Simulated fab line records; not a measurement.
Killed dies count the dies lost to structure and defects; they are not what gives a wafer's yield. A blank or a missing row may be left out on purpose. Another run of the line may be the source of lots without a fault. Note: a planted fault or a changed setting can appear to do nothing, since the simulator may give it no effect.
Matching of chambers | flow gf180mcu | pecvd-03 running GF_PASSIVATION_CVD_02: 3 sister chambers
The step deposits Si3N4, target thk 700 nm, time 486.18 s. 3 wafers are shown with their chamber, then 8 later ones without.

## WAFERS PAIRED WITH THEIR CHAMBERS
wafer  | chamber | heaterPowerW (W)
L798.5 | 2       | 759
L801.6 | 0       | 715
L805.1 | 1       | 746

## WAFERS WHOSE CHAMBER IS MISSING
wafer  | heaterPowerW (W)
L805.2 | 691
L805.5 | 757
L811.2 | 723
L811.3 | 733
L811.4 | 649
L812.3 | 728
L812.4 | 685
L812.6 | 814

## EACH ONE'S CHAMBER
wafer  | from the rows above          | in truth
L805.2 | can't be placed: 0 or 1 or 2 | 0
L805.5 | can't be placed: 2 or 1 or 0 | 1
L811.2 | can't be placed: 0 or 1 or 2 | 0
L811.3 | can't be placed: 1 or 0 or 2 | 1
L811.4 | can't be placed: 0 or 1 or 2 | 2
L812.3 | can't be placed: 0 or 1 or 2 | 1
L812.4 | can't be placed: 0 or 1 or 2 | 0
L812.6 | can't be placed: 2 or 1 or 0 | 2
Correct placement for 0 of the 8. Cannot be placed on the basis of these rows: 8; the candidates contain the true chamber in 8. 0 placed wrongly.
How it was worked out, from the rows above alone: a wafer's distance from a chamber is the root of the sum, over the readings, of the square of ((its reading less the chamber's mean) divided by the reading's scatter). If the next closest chamber is less than 2 further off than the closest, the wafer can't be placed; otherwise it belongs to the closest. For every chamber, the mean is computed from those of its wafers that are shown. The scatter: with one shown wafer a chamber, the root of the mean of the squares of how far each hidden wafer lies from its nearest shown one.
